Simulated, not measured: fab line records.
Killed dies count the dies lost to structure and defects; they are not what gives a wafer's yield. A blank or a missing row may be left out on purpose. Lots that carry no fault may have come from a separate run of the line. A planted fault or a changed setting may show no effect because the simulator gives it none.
Struck lot and sound lot, side by side + flow sky130 + 26 out of 708 route steps
Sound: these wafers, L436.1, L436.5, L436.6. Struck: wafer L427.6 (left out: L427.1, a lot-mate that was not struck); the cause follows at the end.
For every step that has rows: the tool of each side, followed by ch and its chambers, followed by its first start. Under that, the readings that differ: sound wafers + struck wafers + difference of the means + sigmas: that difference in standard deviations of wafers without a fault.
alike: readings with means less than 2 such deviations apart, plus words and numbers identical on both sides. not compared: withheld readings, readings lacking a value on some wafer, bounds such as >300 that could conceal the same value, and numbers that have no deviation in the record and whose values overlap.
Wherever a step has rows on one side only, a row that says differs or no value, or a row with sigmas, the two part there. Numbers that have no deviation but don't overlap get no sigmas and don't part them. A reading that every wafer of one side lacks parts them only if that side has two wafers or more.

first, 9 steps without rows for these wafers: SKY_LI_CONTACT_ETCH_14 (etches BARC in N2/H2, stops on SiO2, time 45.9 s, target depth 60 nm); SKY_LI_CONTACT_ETCH_15 (etches PSG in C4F8/O2/Ar, stops on Si, target depth 600 nm); SKY_LI_CONTACT_STRIP_16 (strips in O2/N2); SKY_LI_CONTACT_CLEAN_17 (cleans in NMP, time 600 s); SKY_LI_CONTACT_PRE_CLEAN_18 (time 5.6 s); SKY_LI_CONTACT_SPUTTER_19 (material Ti, target thk 20 nm, time 106.37 s); SKY_LI_CONTACT_SPUTTER_20 (material TiN, target thk 20 nm, time 80 s); SKY_LI_CONTACT_CVD_21 (deposits W, target thk 400 nm, time 120.56 s); SKY_LI_CONTACT_CMP_24 (polishes, stops on PSG, t overpolish 20 s, target thk 0 nm).
SKY_LOCAL_INTERCONNECT_SPUTTER_00: material TiN, target thk 100 nm, time 83.3 s.
  sound on pvdSputter-01, day 35 09:47; struck on pvdSputter-04, day 31 15:17
| reading                                               | sound             | struck | difference | sigmas |
|-------------------------------------------------------|-------------------|--------|------------|--------|
| model.TiN_of_LOCAL_INTERCONNECT_SPUTTER_00.thkNm (nm) | 101.1 98.45 99.39 | 113    | +13        |        |
  alike: chamberPressurePa, throttleValvePct
SKY_LOCAL_INTERCONNECT_RS_MEAS_01: measures by four-point-probe.
  sound on filmMetro-04, day 35 09:50; struck on filmMetro-04, day 31 15:21
| reading                            | sound             | struck | difference | sigmas |
|------------------------------------|-------------------|--------|------------|--------|
| LOCAL_INTERCONNECT_TIN_RS (ohm/sq) | 13.98 14.38 14.26 | 12.45  | -1.76      | -9     |
SKY_LOCAL_INTERCONNECT_THK_MEAS_02: measures by xrf.
  sound on filmMetro-04, day 35 09:58; struck on filmMetro-04, day 31 15:28
| reading                         | sound            | struck | difference | sigmas |
|---------------------------------|------------------|--------|------------|--------|
| LOCAL_INTERCONNECT_TIN_THK (nm) | 101.1 98.4 100.0 | 113.1  | +13.3      | +10    |
then, 9 steps without rows for these wafers: SKY_LOCAL_INTERCONNECT_DEHYDRATE_03 (time 60 s); SKY_LOCAL_INTERCONNECT_HMDS_04 (prime time 60 s); SKY_LOCAL_INTERCONNECT_COAT_05 (resist thk 60 nm); SKY_LOCAL_INTERCONNECT_COAT_06 (resist thk 450 nm); SKY_LOCAL_INTERCONNECT_SOFTBAKE_07 (time 90 s); SKY_LOCAL_INTERCONNECT_EXPOSE_08 (exposes mask LI1M, target cd 170 nm); SKY_LOCAL_INTERCONNECT_PEB_09; SKY_LOCAL_INTERCONNECT_DEVELOP_10 (develop time 60 s); SKY_LOCAL_INTERCONNECT_ETCH_13 (etches BARC in N2/H2, stops on SiO2, time 45.9 s, target depth 60 nm).
SKY_LOCAL_INTERCONNECT_METAL_ETCH_14: etches TiN in Cl2/BCl3, stops on PSG, target depth 110 nm, time 31.4 s.
  sound on rieMetal-03 ch 0,1, day 36 11:06; struck on rieMetal-04 ch 0, day 32 19:01
| reading             | sound             | struck | difference | sigmas |
|---------------------|-------------------|--------|------------|--------|
| oesProductAu (a.u.) | 0.941 0.945 0.944 | 0.990  | +0.047     | +5     |
  alike: drypumpMotorCurrentA, throttleValvePct
  not compared: rfHoursCounterH
then, 1 step without rows for these wafers: SKY_LOCAL_INTERCONNECT_STRIP_15 (strips in O2/N2).
SKY_LOCAL_INTERCONNECT_STRIP_16: strips in post etch residue remover, time 1200 s.
  sound on wetBench-04 ch 2, day 36 11:15; struck on wetBench-02 ch 2, day 32 19:10
| reading                                               | sound             | struck | difference | sigmas |
|-------------------------------------------------------|-------------------|--------|------------|--------|
| model.TiN_of_LOCAL_INTERCONNECT_SPUTTER_00.thkNm (nm) | 100.6 98.03 98.96 | 112.6  | +13.4      |        |
then, 1 step without rows for these wafers: SKY_LOCAL_INTERCONNECT_CLEAN_17 (cleans in IPA, time 180 s).
-- the record jumps here: 15 days lie between the struck wafers' starts before and after (it left off in module LOCAL_INTERCONNECT and takes up again in module PAD_OPEN, whose first step shown is number 708 of the route) --
SKY_PAD_OPEN_PROBE_99:
  sound on prober-02, day 50 04:22; struck on prober-01, day 47 13:33
| reading          | sound    | struck | difference | sigmas |
|------------------|----------|--------|------------|--------|
| killedAtContacts | 25 23 27 | 386    | +361       | +69    |
| killedDies       | 84 95 90 | 443    | +353       | +40    |
| killedOnRim      | 25 24 19 | 66     | +43        | +12    |
  alike: killed_at_M0_to_M3, killed_at_M4_up, killedAtFrontEnd, killedAtOther, killedOpen, killedShort

== WHERE THEY PART ==
Last at SKY_PAD_OPEN_PROBE_99 as far as this record goes, first at SKY_LOCAL_INTERCONNECT_RS_MEAS_01.

WHY: what had been put in by the simulator
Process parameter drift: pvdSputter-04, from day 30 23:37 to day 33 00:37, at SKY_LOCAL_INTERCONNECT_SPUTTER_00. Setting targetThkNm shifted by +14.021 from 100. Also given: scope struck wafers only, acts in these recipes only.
